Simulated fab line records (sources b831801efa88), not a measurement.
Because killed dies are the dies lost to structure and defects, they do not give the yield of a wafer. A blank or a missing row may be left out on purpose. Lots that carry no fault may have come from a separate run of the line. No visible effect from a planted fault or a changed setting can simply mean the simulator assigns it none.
Matching of chambers	flow gf180mcu	GF_V2_CMP_26 on cmp-02: 4 sister chambers
The step polishes, stops on SiO2, t overpolish 15 s, target thk 0 nm. 8 wafers are shown with their chamber, then 10 later ones without.

== WAFERS, EACH WITH ITS CHAMBER ==
wafer	chamber	motor_current_A (A)	time_to_endpoint_s (s)
L076.6	2	10.7	77
L077.3	2	11.3	83
L078.3	3	10.3	87
L079.4	3	10.1	82
L081.2	0	11.8	81
L081.5	1	11.6	83
L083.1	1	11.5	74
L083.5	0	11.7	72

== WAFERS WITHOUT THEIR CHAMBER ==
wafer	motor_current_A (A)	time_to_endpoint_s (s)
L083.6	10.3	79
L084.4	10.9	77
L084.5	10.0	84
L084.6	10.9	78
L088.2	10.4	86
L088.4	11.5	82
L088.6	11.8	82
L089.2	12.1	83
L089.3	10.8	75
L089.4	11.4	76

== EACH ONE'S CHAMBER ==
wafer	from the rows above	in truth
L083.6	can't be placed: 3 or 2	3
L084.4	2	2
L084.5	3	3
L084.6	2	2
L088.2	can't be placed: 3 or 2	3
L088.4	can't be placed: 1 or 0 or 2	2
L088.6	can't be placed: 0 or 1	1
L089.2	can't be placed: 0 or 1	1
L089.3	can't be placed: 2 or 3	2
L089.4	can't be placed: 1 or 0 or 2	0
3 of 10 placed correctly. Not placeable from these rows: 7 (in 7, the candidates include the true chamber). 0 placed wrongly.
How it was worked out, from the rows above alone: a wafer's distance from a chamber is the root of the sum, over the readings, of the square of ((its reading less the chamber's mean) divided by the reading's scatter). If the next closest chamber is less than 2 further off than the closest, the wafer can't be placed; otherwise it belongs to the closest. A chamber's mean is the mean of its shown wafers. The scatter is the square root of a quotient: the sum, over the shown wafers, of each reading's squared deviation from its chamber's mean, divided by wafers minus chambers.
